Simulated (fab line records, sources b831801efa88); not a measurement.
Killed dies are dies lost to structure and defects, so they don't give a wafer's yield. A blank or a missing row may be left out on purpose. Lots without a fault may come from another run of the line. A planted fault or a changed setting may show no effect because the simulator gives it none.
Which tool did it? | flow sky130 | 13 lots, 38 wafers sampled, at 6 steps of a route of 708

WHAT THE GAUGES READ, wafer by wafer
SKY_NWELL_RS_MEAS_31: measures by four-point-probe.
lot  | measured     | on            | PWDE_RS (ohm/sq)
L203 | day 5 12:30  | film_metro-04 | 5267 5251 5258
L205 | day 6 02:17  | film_metro-02 | 5291 5284 5292
L209 | day 7 08:23  | film_metro-02 | 5288 5264 5266
L212 | day 8 00:27  | film_metro-01 | 5272 5259 5285
L211 | day 8 01:25  | film_metro-04 | 5264 5249 5284
L213 | day 8 08:13  | film_metro-02 | 5270 5254 5244
L215 | day 8 15:17  | film_metro-01 | 5230 5233 5238
L216 | day 8 23:32  | film_metro-01 | 5275 5282 5283
L219 | day 9 16:40  | film_metro-04 | 5289 5282
L220 | day 9 19:57  | film_metro-04 | 5274 5291 5254
L222 | day 10 06:47 | film_metro-01 | 5283 5285 5310
L224 | day 10 22:13 | film_metro-04 | 5263 5270 5281
L225 | day 11 03:03 | film_metro-01 | 5260 5255 5254

SKY_VT_ADJUST_HVTP_CD_MEAS_07: target cd 380 nm.
lot  | measured     | on        | cd_nm (nm)
L203 | day 6 06:52  | cd_sem-01 | 382.8 383.1 382.0
L205 | day 6 21:26  | cd_sem-02 | 387.3 385.5 382.6
L209 | day 8 03:52  | cd_sem-01 | 382.3 380.7 377.6
L212 | day 8 21:58  | cd_sem-01 | 378.3 378.3 380.2
L211 | day 8 23:04  | cd_sem-02 | 381.5 383.2 381.7
L213 | day 9 05:34  | cd_sem-02 | 378.8 378.3 376.5
L215 | day 9 12:49  | cd_sem-01 | 383.4 383.4 383.6
L216 | day 9 20:28  | cd_sem-01 | 380.5 380.1 380.6
L219 | day 10 15:27 | cd_sem-02 | 381.5 381.8
L220 | day 10 20:01 | cd_sem-02 | 377.6 378.1 377.8
L222 | day 11 05:46 | cd_sem-02 | 379.9 381.4 379.9
L224 | day 11 20:44 | cd_sem-02 | 382.3 380.1 380.3
L225 | day 12 02:20 | cd_sem-01 | 378.5 378.8 375.5

SKY_VT_ADJUST_LVTN_OVL_MEAS_18.
lot  | measured     | on         | VT_ADJUST_LVTN_01_OVL (nm)
L203 | day 7 22:52  | overlay-01 | 0.0 0.3 -1.0
L205 | day 8 13:55  | overlay-01 | 2.1 1.6 1.8
L209 | day 9 23:52  | overlay-01 | 0.7 -1.3 -2.1
L212 | day 10 19:34 | overlay-02 | -1.3 -2.1 0.4
L211 | day 10 20:28 | overlay-01 | 1.9 1.9 2.2
L213 | day 11 03:16 | overlay-01 | 0.5 1.4 0.5
L215 | day 11 09:58 | overlay-01 | 0.2 -2.1 -1.8
L216 | day 11 20:16 | overlay-01 | 0.5 0.8 -0.4
L219 | day 12 14:13 | overlay-02 | 0.0 -0.1
L220 | day 12 18:20 | overlay-02 | -3.0 0.0 -1.6
L222 | day 13 05:37 | overlay-01 | 0.5 0.6 2.1
L224 | day 13 23:22 | overlay-02 | -0.2 1.3 1.4
L225 | day 14 05:34 | overlay-01 | -0.6 0.8 1.2

SKY_VT_ADJUST_NCORE_CD_MEAS_07: target cd 380 nm.
lot  | measured     | on        | cd_nm (nm)
L203 | day 8 20:28  | cd_sem-01 | 383.1 383.2 384.0
L205 | day 9 11:19  | cd_sem-01 | - - -
L209 | day 10 23:13 | cd_sem-02 | 380.5 381.9 381.0
L212 | day 11 18:34 | cd_sem-01 | 379.4 381.2 382.6
L211 | day 11 19:20 | cd_sem-02 | 380.9 379.9 382.7
L213 | day 12 02:35 | cd_sem-02 | 378.5 379.6 380.4
L215 | day 12 09:10 | cd_sem-01 | 379.4 380.6 381.2
L216 | day 12 20:22 | cd_sem-01 | 377.7 378.2 381.3
L219 | day 13 15:33 | cd_sem-02 | 379.3 375.7
L220 | day 13 20:34 | cd_sem-02 | 377.4 375.9 375.7
L222 | day 14 08:25 | cd_sem-02 | 379.2 381.8 378.8
L224 | day 15 01:55 | cd_sem-02 | 379.2 375.9 379.1
L225 | day 15 08:35 | cd_sem-01 | 377.6 377.3 379.3

SKY_VT_ADJUST_NCORE_TW_MEAS_11.
lot  | measured     | on            | VT_ADJUST_NCORE_TW
L203 | day 8 20:52  | film_metro-02 | 216.3 216.4 217.1
L205 | day 9 11:43  | film_metro-01 | 30.3 30.2 30.1
L209 | day 10 23:37 | film_metro-03 | 217.3 217.1 218.5
L212 | day 11 18:58 | film_metro-01 | 219.2 219.2 219.7
L211 | day 11 19:43 | film_metro-03 | 218.5 217.9 218.8
L213 | day 12 02:58 | film_metro-01 | 219.6 220.1 219.8
L215 | day 12 09:34 | film_metro-01 | 220.3 221.4 220.4
L216 | day 12 20:46 | film_metro-02 | 216.7 217.0 217.3
L219 | day 13 15:56 | film_metro-02 | 218.5 218.0
L220 | day 13 20:56 | film_metro-02 | 217.2 217.3 219.4
L222 | day 14 08:49 | film_metro-02 | 216.5 216.2 216.8
L224 | day 15 02:18 | film_metro-01 | 221.0 221.2 221.9
L225 | day 15 08:59 | film_metro-01 | 221.2 220.3 221.5

WHICH TOOL RAN EACH LOT (tool, then ch and the chambers of the sampled wafers, then the start)
lot  | SKY_VT_ADJUST_NCORE_EXPOSE_04
L203 | iline_stepper-01 ch 0, day 8 09:37
L205 | iline_stepper-01 ch 0, day 9 00:47
L209 | iline_stepper-02 ch 0, day 10 11:31
L212 | iline_stepper-01 ch 0, day 11 06:44
L211 | iline_stepper-02 ch 0, day 11 08:03
L213 | iline_stepper-01 ch 0, day 11 15:17
L215 | iline_stepper-02 ch 0, day 11 22:07
L216 | iline_stepper-02 ch 0, day 12 07:47
L219 | iline_stepper-01 ch 0, day 13 03:23
L220 | iline_stepper-01 ch 0, day 13 06:55
L222 | iline_stepper-02 ch 0, day 13 19:23
L224 | iline_stepper-01 ch 0, day 14 12:43
L225 | iline_stepper-01 ch 0, day 14 18:46
- SKY_VT_ADJUST_NCORE_EXPOSE_04: exposes mask LVTN COMPLEMENT THIN, target cd 380 nm.

WHAT THE TOOLS THEMSELVES READ (means of the sampled wafers that have a number; where no wafer has one, the mark that the record gives instead)
SKY_VT_ADJUST_NCORE_EXPOSE_04.
lot  | tool             | focus_offset_nm (nm) | stage_vel_mm_s (mm/s)
L203 | iline_stepper-01 | -0.2                 | 499.7
L205 | iline_stepper-01 | 0.4                  | 500.1
L209 | iline_stepper-02 | -0.1                 | 499.9
L212 | iline_stepper-01 | -0.6                 | 499.7
L211 | iline_stepper-02 | -0.1                 | 499.7
L213 | iline_stepper-01 | -0.3                 | 500.3
L215 | iline_stepper-02 | -0.3                 | 499.9
L216 | iline_stepper-02 | -0.1                 | 500.2
L219 | iline_stepper-01 | -0.7                 | 500.0
L220 | iline_stepper-01 | 0.2                  | 499.9
L222 | iline_stepper-02 | 0.3                  | 499.7
L224 | iline_stepper-01 | 0.2                  | 500.1
L225 | iline_stepper-01 | -0.5                 | 500.2

THE ANSWER, worked out from the rows above alone
Rule: what is usual is taken from the lots themselves. Put in order of their means at a reading, lots are off if they are a third of the lots or fewer, leave a main group of 4 or more, and stand apart from it by a gap of 3 or more times the standard deviation of the main group's means; of several such gaps the widest counts. A main group whose means are all the same, to the digits that the tables above print for the reading, isn't used. A lot without any number at a reading at which 4 lots or more have one is off too. The other lots that the step has rows for count as sound. The gauges are gone through in route order, then the tools' own readings, and for those a lot's mean is taken as printed above. The first step at which some lot is off is used, and at that step the reading that is off furthest; a lot without a number counts as furthest.
Off: L205, at SKY_VT_ADJUST_NCORE_CD_MEAS_07 (cd_nm). Without a number there: L205. The main group: mean 379.6 nm, standard deviation 1.9.
A tool fits if, at a process step before that reading, it ran every lot that is off, and no sound lot after the first of them. The gauges at SKY_VT_ADJUST_NCORE_CD_MEAS_07 aren't tried: what is off there is off at SKY_VT_ADJUST_NCORE_TW_MEAS_11 too, on other tools, and a gauge's error can't cause that. None of those tried fits.

WHAT THE SIMULATOR HAD PUT IN
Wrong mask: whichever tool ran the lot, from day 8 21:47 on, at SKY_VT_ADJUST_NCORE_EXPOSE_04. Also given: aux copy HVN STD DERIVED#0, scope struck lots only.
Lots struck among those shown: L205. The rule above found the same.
